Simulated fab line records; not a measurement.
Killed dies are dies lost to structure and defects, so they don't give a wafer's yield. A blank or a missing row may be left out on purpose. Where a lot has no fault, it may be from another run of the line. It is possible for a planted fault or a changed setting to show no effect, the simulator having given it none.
Chamber matching / flow gf180mcu / rie-diel-02 running GF_M5_ETCH_09: 4 sister chambers
The step etches Si3N4 in CF4/O2, target depth 52 nm, time 11.6 s. 4 wafers are shown with their chamber, then 12 later ones without.

EACH WAFER AND ITS CHAMBER
wafer=L087.2; chamber=2; drypump-motor-current-A (A)=5.27
wafer=L087.6; chamber=0; drypump-motor-current-A (A)=5.14
wafer=L089.3; chamber=1; drypump-motor-current-A (A)=5.62
wafer=L089.4; chamber=3; drypump-motor-current-A (A)=5.08

WAFERS WHOSE CHAMBER IS MISSING
wafer=L091.3; drypump-motor-current-A (A)=5.13
wafer=L091.5; drypump-motor-current-A (A)=5.63
wafer=L091.6; drypump-motor-current-A (A)=5.13
wafer=L093.2; drypump-motor-current-A (A)=5.27
wafer=L093.3; drypump-motor-current-A (A)=5.15
wafer=L093.4; drypump-motor-current-A (A)=5.62
wafer=L095.2; drypump-motor-current-A (A)=5.12
wafer=L095.3; drypump-motor-current-A (A)=5.62
wafer=L095.6; drypump-motor-current-A (A)=5.13
wafer=L097.2; drypump-motor-current-A (A)=5.61
wafer=L097.5; drypump-motor-current-A (A)=5.08
wafer=L097.6; drypump-motor-current-A (A)=5.60

WHICH CHAMBER EACH ONE RAN IN
wafer=L091.3; from the rows above=0; in truth=0
wafer=L091.5; from the rows above=1; in truth=1
wafer=L091.6; from the rows above=0; in truth=0
wafer=L093.2; from the rows above=2; in truth=2
wafer=L093.3; from the rows above=0; in truth=0
wafer=L093.4; from the rows above=1; in truth=1
wafer=L095.2; from the rows above=can't be placed: 0 or 3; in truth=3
wafer=L095.3; from the rows above=1; in truth=1
wafer=L095.6; from the rows above=0; in truth=0
wafer=L097.2; from the rows above=1; in truth=1
wafer=L097.5; from the rows above=3; in truth=3
wafer=L097.6; from the rows above=1; in truth=1
Placed correctly: 11 of 12. Cannot be placed on the basis of these rows: 1; the candidates contain the true chamber in 1. 0 placed wrongly.
How it was worked out, from the rows above alone: a wafer's distance from a chamber is the root of the sum, over the readings, of the square of ((its reading less the chamber's mean) divided by the reading's scatter). The wafer belongs to the nearest chamber; if the next one is less than 2 further off, it can't be placed. For every chamber, the mean is computed from those of its wafers that are shown. The scatter: root of mean squared gap, hidden wafer to nearest shown wafer, with one shown wafer a chamber.
